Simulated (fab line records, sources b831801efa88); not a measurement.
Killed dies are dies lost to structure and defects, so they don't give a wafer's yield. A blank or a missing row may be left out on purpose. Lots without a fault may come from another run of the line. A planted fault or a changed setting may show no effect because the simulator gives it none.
Which tool did it? | flow sky130 | 11 lots, 30 wafers sampled, at 4 steps of a route of 708

WHAT THE GAUGES READ, wafer by wafer
SKY_LI_CONTACT_THK_MEAS_23: measures by xrf.
lot  | measured     | on            | LI_CONTACT_W_THK (nm)
L342 | day 29 06:14 | film_metro-02 | 393 395 399
L344 | day 31 09:47 | film_metro-01 | 389 392 384
L343 | day 31 10:37 | film_metro-01 | 386 392 390
L345 | day 31 10:57 | film_metro-02 | 390 393 391
L349 | day 32 03:37 | film_metro-03 | 386 388
L351 | day 32 09:09 | film_metro-03 | 378 380
L352 | day 32 19:03 | film_metro-03 | 377 380
L359 | day 35 06:09 | film_metro-03 | 391 385 386
L361 | day 35 17:22 | film_metro-02 | 393 388 387
L362 | day 35 19:14 | film_metro-01 | 391 389 390
L363 | day 36 07:03 | film_metro-01 | 390 393 397

WHICH TOOL RAN EACH LOT (tool, then ch and the chambers of the sampled wafers, then the start)
lot  | SKY_LI_CONTACT_ETCH_14             | SKY_LI_CONTACT_STRIP_16              | SKY_LI_CONTACT_SPUTTER_19
L342 | rie_diel-01 ch 1,2,3, day 29 05:26 | plasma_asher-04 ch 0,1, day 29 05:34 | pvd_sputter-02, day 29 05:52
L344 | rie_diel-01 ch 0,1, day 31 08:59   | plasma_asher-02 ch 1, day 31 09:07   | pvd_sputter-03, day 31 09:24
L343 | rie_diel-03 ch 0,2,3, day 31 09:47 | plasma_asher-04 ch 0,1, day 31 09:57 | pvd_sputter-03, day 31 10:13
L345 | rie_diel-01 ch 0,2,3, day 31 10:08 | plasma_asher-03 ch 0,1, day 31 10:16 | pvd_sputter-02, day 31 10:34
L349 | rie_diel-01 ch 1,3, day 32 02:47   | plasma_asher-04 ch 0,1, day 32 02:56 | pvd_sputter-01, day 32 03:12
L351 | rie_diel-01 ch 0,1, day 32 08:21   | plasma_asher-04 ch 0,1, day 32 08:29 | pvd_sputter-01, day 32 08:46
L352 | rie_diel-01 ch 1,3, day 32 18:14   | plasma_asher-04 ch 0, day 32 18:22   | pvd_sputter-02, day 32 18:40
L359 | rie_diel-03 ch 2,3, day 35 05:20   | plasma_asher-04 ch 0,1, day 35 05:28 | pvd_sputter-02, day 35 05:46
L361 | rie_diel-01 ch 0,3, day 35 16:33   | plasma_asher-04 ch 0,1, day 35 16:41 | pvd_sputter-02, day 35 16:58
L362 | rie_diel-01 ch 0,1, day 35 18:20   | plasma_asher-02 ch 0,1, day 35 18:28 | pvd_sputter-02, day 35 18:46
L363 | rie_diel-04 ch 0,1, day 36 06:14   | plasma_asher-04 ch 1, day 36 06:22   | pvd_sputter-03, day 36 06:40
- SKY_LI_CONTACT_ETCH_14: etches BARC in N2/H2, stops on SiO2, time 45.9 s, target depth 60 nm.
- SKY_LI_CONTACT_STRIP_16: strips in O2/N2.
- SKY_LI_CONTACT_SPUTTER_19: material Ti, target thk 20 nm, time 106.37 s.

THE ANSWER, worked out from the rows above alone
Rule: what is usual is taken from the lots themselves. Put in order of their means at a reading, lots are off if they are a third of the lots or fewer, leave a main group of 4 or more, and stand apart from it by a gap of 3 or more times the standard deviation of the main group's means; of several such gaps the widest counts. A main group whose means are all the same, to the digits that the tables above print for the reading, isn't used. A lot without any number at a reading at which 4 lots or more have one is off too. The other lots that the step has rows for count as sound.
No lot is off at any reading shown: from this, nothing can be told.

WHAT THE SIMULATOR HAD PUT IN
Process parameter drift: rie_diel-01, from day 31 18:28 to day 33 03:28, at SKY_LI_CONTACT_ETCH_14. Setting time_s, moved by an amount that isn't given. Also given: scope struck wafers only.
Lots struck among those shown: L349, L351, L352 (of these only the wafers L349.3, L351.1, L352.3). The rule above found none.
